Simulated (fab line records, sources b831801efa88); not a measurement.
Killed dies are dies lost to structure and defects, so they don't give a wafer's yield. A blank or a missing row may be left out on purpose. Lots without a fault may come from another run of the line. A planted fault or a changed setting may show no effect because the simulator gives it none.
Which tool did it? | flow gf180mcu | 7 lots, 21 wafers sampled, at 2 steps of a route of 602

WHAT THE GAUGES READ, wafer by wafer
GF_VT_IMPLANT_TW_MEAS_10.
lot  | measured     | on            | VT_IMPLANT_TW
L699 | day 5 22:04  | film_metro-04 | 557.9 559.5 558.6
L703 | day 6 22:17  | film_metro-03 | 564.2 564.9 562.4
L708 | day 8 05:01  | film_metro-03 | 559.7 562.5 561.0
L712 | day 9 04:08  | film_metro-04 | 563.5 563.3 561.0
L716 | day 10 05:58 | film_metro-04 | 558.9 561.9 562.8
L718 | day 10 19:35 | film_metro-04 | 558.8 562.0 560.0
L721 | day 11 13:02 | film_metro-04 | 560.7 563.6 563.3

WHICH TOOL RAN EACH LOT (tool, then ch and the chambers of the sampled wafers, then the start)
lot  | GF_MVPSD_IMPLANT_09
L699 | implanter-03 ch 0, day 5 07:17
L703 | implanter-04 ch 0, day 6 06:32
L708 | implanter-04 ch 0, day 7 13:01
L712 | implanter-01 ch 0, day 8 11:25
L716 | implanter-03 ch 0, day 9 12:12
L718 | implanter-01 ch 0, day 10 00:59
L721 | implanter-01 ch 0, day 10 18:32
- GF_MVPSD_IMPLANT_09

THE ANSWER, worked out from the rows above alone
Rule: what is usual is taken from the lots themselves. Put in order of their means at a reading, lots are off if they are a third of the lots or fewer, leave a main group of 4 or more, and stand apart from it by a gap of 3 or more times the standard deviation of the main group's means; of several such gaps the widest counts. A main group whose means are all the same, to the digits that the tables above print for the reading, isn't used. A lot without any number at a reading at which 4 lots or more have one is off too. The other lots that the step has rows for count as sound.
No lot is off at any reading shown: from this, nothing can be told.

WHAT THE SIMULATOR HAD PUT IN
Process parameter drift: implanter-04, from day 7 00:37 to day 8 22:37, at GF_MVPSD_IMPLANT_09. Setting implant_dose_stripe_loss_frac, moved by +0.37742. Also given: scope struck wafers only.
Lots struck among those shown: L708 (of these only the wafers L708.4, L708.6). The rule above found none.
